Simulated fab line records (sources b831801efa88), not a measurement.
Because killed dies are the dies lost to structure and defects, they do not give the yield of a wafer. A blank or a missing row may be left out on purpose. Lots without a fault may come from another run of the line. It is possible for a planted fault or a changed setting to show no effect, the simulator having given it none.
Which tool did it?    flow gf180mcu    Sampling: 11 lots, 31 wafers, 6 of 602 route steps

## WHAT EACH GAUGE READ, for each wafer
GF_STI_BOW_MEAS_00. Usual: INCOMING_BOW typically reads -1 um, with standard deviation 6.1.
lot   measured     on             INCOMING_BOW (um)  flag
L250  day 1 10:02  film-metro-04  0 -5 -8            
L251  day 1 15:01  film-metro-04  0 -3 0             
L252  day 1 20:02  film-metro-01  12 -18 -2          
L260  day 3 12:01  film-metro-01  5                  
L261  day 3 17:05  film-metro-02  6 2 13             
L262  day 3 22:01  film-metro-04  9 10 7             
L263  day 4 03:00  film-metro-02  5 3 -6             
L264  day 4 08:00  film-metro-04  6 3 -8             
L265  day 4 13:01  film-metro-01  2 -3 -5            
L271  day 5 19:00  film-metro-01  5 -3 -2            
L273  day 6 05:00  film-metro-04  7 -1 -7            

GF_STI_THK_MEAS_24. Usual: STI_CVD_23_THK typically reads 650 nm, with standard deviation 6.
lot   measured     on             STI_CVD_23_THK (nm)      flag
L250  day 2 04:41  film-metro-02  648 649 651              
L251  day 2 09:16  film-metro-02  649 653 640              
L252  day 2 14:51  film-metro-02  659 652 655              
L260  day 4 10:17  film-metro-01  567 567                  OFF
L261  day 4 12:54  film-metro-04  644 550 657 644 550 657  OFF
L262  day 4 17:14  film-metro-04  649 651 657              
L263  day 4 23:57  film-metro-02  646 655 650              
L264  day 5 03:31  film-metro-01  648 647 646              
L265  day 5 09:41  film-metro-01  651 648 648              
L271  day 6 15:52  film-metro-04  649 641 651              
L273  day 7 01:46  film-metro-02  643 637 646              

GF_VT_IMPLANT_TW_MEAS_32. Usual: VT_IMPLANT_3_TW typically reads 267.4, with standard deviation 2.9.
lot   measured      on             VT_IMPLANT_3_TW    flag
L250  day 6 22:01   film-metro-04  267.0 267.5 266.7  
L251  day 7 06:05   film-metro-03  272.1 272.0 272.6  
L252  day 7 13:28   film-metro-02  266.4 265.2 265.9  
L260  day 9 20:46   film-metro-02  263.6              
L261  day 10 01:21  film-metro-02  264.9 266.0 267.1  
L262  day 10 06:00  film-metro-04  269.6 269.5 270.0  
L263  day 10 13:16  film-metro-03  270.0 269.4 270.5  
L264  day 10 18:38  film-metro-03  270.1 271.3 271.2  
L265  day 11 05:38  film-metro-02  267.2 268.2 267.3  
L271  day 12 16:09  film-metro-03  269.4 268.6 269.7  
L273  day 13 06:12  film-metro-02  264.0 264.3 264.6  

## TOOL THAT RAN EACH LOT (tool first, then ch and the chambers of the sampled wafers, then the start)
lot   GF_STI_CVD_23                    GF_STI_CMP_25                 GF_MVPSD_STRIP_10
L250  hdpcvd-02 ch 1,2, day 2 04:35    cmp-02 ch 0,1,3, day 2 04:49  plasma-asher-01 ch 0,1, day 5 00:04
L251  hdpcvd-02 ch 0,2, day 2 09:10    cmp-01 ch 0,1,2, day 2 09:22  plasma-asher-03 ch 0,1, day 5 07:32
L252  hdpcvd-02 ch 0,1,2, day 2 14:46  cmp-01 ch 1,2,3, day 2 14:56  plasma-asher-02 ch 0,1, day 5 14:04
L260  hdpcvd-02 ch 0, day 4 10:12      cmp-02 ch 3, day 4 13:19      plasma-asher-01 ch 0, day 7 16:59
L261  hdpcvd-02 ch 0,1,2, day 4 12:50  cmp-01 ch 2,3, day 4 18:29    plasma-asher-01 ch 0,1, day 7 21:05
L262  hdpcvd-01 ch 0,2, day 4 17:08    cmp-02 ch 0,2,3, day 4 17:20  plasma-asher-01 ch 0,1, day 8 02:32
L263  hdpcvd-01 ch 0,1,2, day 4 23:52  cmp-01 ch 0,1,3, day 5 00:01  plasma-asher-01 ch 0,1, day 8 08:20
L264  hdpcvd-01 ch 0,2, day 5 03:26    cmp-01 ch 0,1,3, day 5 03:35  plasma-asher-03 ch 0, day 8 13:56
L265  hdpcvd-01 ch 0,2, day 5 09:36    cmp-01 ch 1,2, day 5 09:47    plasma-asher-02 ch 0,1, day 8 23:14
L271  hdpcvd-01 ch 0,1,2, day 6 15:47  cmp-02 ch 1,2,3, day 6 15:55  plasma-asher-02 ch 0,1, day 10 07:12
L273  hdpcvd-01 ch 0,2, day 7 01:41    cmp-02 ch 0,2,3, day 7 01:55  plasma-asher-01 ch 0,1, day 10 19:50
- GF_STI_CVD_23: deposits SiO2, target thk 650 nm, time 108.3 s.
- GF_STI_CMP_25: polishes, stops on Si3N4, t overpolish 33 s, target thk 524.6 nm.
- GF_MVPSD_STRIP_10: strips in O2/N2.

## WHAT THE TOOLS THEMSELVES READ (means of the sampled wafers that have a number; where no wafer has one, the mark that the record gives instead)
GF_STI_CMP_25. Usual: motor-current-A 11.7 A, standard deviation 0.87; time-to-endpoint-s 122 s, standard deviation 4.5.
lot   tool    motor-current-A (A)  time-to-endpoint-s (s)  flag
L250  cmp-02  11.1                 121                     
L251  cmp-01  12.1                 121                     
L252  cmp-01  11.6                 124                     
L260  cmp-02  10.5                 111                     
L261  cmp-01  11.9                 108                     OFF
L262  cmp-02  11.3                 128                     
L263  cmp-01  12.1                 117                     
L264  cmp-01  11.9                 119                     
L265  cmp-01  11.6                 118                     
L271  cmp-02  11.2                 125                     
L273  cmp-02  11.2                 123                     

GF_MVPSD_STRIP_10. Usual: drypump-motor-current-A 5.7 A, standard deviation 0.41; heater-power-w 344 W, standard deviation 52; oes-product-au 0.722 a.u., standard deviation 0.0044; strip-time-to-endpoint-s 37.02 s, standard deviation 0.12.
lot   tool             drypump-motor-current-A (A)  heater-power-w (W)  oes-product-au (a.u.)  strip-time-to-endpoint-s (s)  flag
L250  plasma-asher-01  5.9                          346                 0.722                  37.03                         
L251  plasma-asher-03  5.8                          349                 0.724                  36.89                         
L252  plasma-asher-02  5.5                          404                 0.714                  36.88                         
L260  plasma-asher-01  6.2                          374                 0.720                  37.02                         
L261  plasma-asher-01  5.6                          311                 0.723                  37.01                         
L262  plasma-asher-01  5.6                          309                 0.727                  37.03                         
L263  plasma-asher-01  5.9                          342                 0.719                  37.03                         
L264  plasma-asher-03  5.9                          322                 0.723                  36.89                         
L265  plasma-asher-02  5.5                          412                 0.724                  37.16                         
L271  plasma-asher-02  5.3                          399                 0.718                  36.97                         
L273  plasma-asher-01  5.6                          306                 0.724                  36.96                         

## THE ANSWER, worked out from the rows above alone
Rule: take the mean of a lot's wafers that have a number; if it is more than 3 standard deviations from the usual mean, the lot is off. Also off: a lot with no number at a reading for which 4 or more lots have one. Any other lot the step has rows for is counted as sound. First the gauges in route order, then the tools' own readings, where a lot's mean is used as printed above. At the first step where some lot is off, the reading lying furthest off is the one used; lots without a number count as furthest.
Off: L260, L261, at GF_STI_THK_MEAS_24 (STI_CVD_23_THK).
A tool fits if, at a process step before that reading, it ran every lot that is off, and no sound lot after the first of them. Those tools and the gauges at GF_STI_THK_MEAS_24 are tried in the same way. One candidate fits, namely hdpcvd-02 at GF_STI_CVD_23. A fault onset in the window from L252 (day 2 14:46, its last sound lot) to L260 (day 4 10:12, its first lot off) fits.

## WHAT THE SIMULATOR HAD PUT IN
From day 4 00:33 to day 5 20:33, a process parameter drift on hdpcvd-02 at GF_STI_CVD_23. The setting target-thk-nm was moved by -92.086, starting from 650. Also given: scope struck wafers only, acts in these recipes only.
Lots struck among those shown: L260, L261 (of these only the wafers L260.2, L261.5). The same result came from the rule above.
